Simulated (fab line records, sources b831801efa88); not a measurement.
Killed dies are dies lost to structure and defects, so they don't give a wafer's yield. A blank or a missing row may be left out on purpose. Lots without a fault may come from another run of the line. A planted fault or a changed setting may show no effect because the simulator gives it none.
Chamber matching | flow gf180mcu | GF_SAB_CVD_00 on pecvd-02: 3 sister chambers
The step deposits SiO2 from TEOS, target thk 50 nm, time 4.9302 s. 6 wafers are shown with their chamber, then 8 later ones without.

WAFERS WITH THEIR CHAMBER
wafer  | chamber | heater_power_w (W)
L766.6 | 0       | 607
L767.2 | 0       | 624
L770.2 | 1       | 578
L782.1 | 1       | 547
L782.5 | 2       | 698
L783.1 | 2       | 701

WAFERS WITHOUT THEIR CHAMBER
wafer  | heater_power_w (W)
L783.4 | 693
L783.6 | 610
L784.2 | 582
L784.3 | 637
L784.6 | 594
L787.2 | 656
L787.3 | 602
L787.4 | 608

WHICH CHAMBER EACH WENT THROUGH
wafer  | from the rows above     | in truth
L783.4 | 2                       | 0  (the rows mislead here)
L783.6 | 0                       | 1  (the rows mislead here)
L784.2 | can't be placed: 1 or 0 | 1
L784.3 | 0                       | 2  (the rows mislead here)
L784.6 | can't be placed: 0 or 1 | 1
L787.2 | can't be placed: 0 or 2 | 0
L787.3 | can't be placed: 0 or 1 | 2
L787.4 | 0                       | 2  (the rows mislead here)
Placed correctly: 0 of 8. Can't be placed from these rows: 4 (the true chamber is among the candidates in 3). Placed wrongly: 4.
How it was worked out, from the rows above alone: a wafer's distance from a chamber is the root of the sum, over the readings, of the square of ((its reading less the chamber's mean) divided by the reading's scatter). The wafer belongs to the nearest chamber; if the next one is less than 2 further off, it can't be placed. A chamber's mean is the mean of its shown wafers. The scatter: the root of (the sum of the squares of (reading less its chamber's mean) over the shown wafers, divided by (wafers less chambers)).
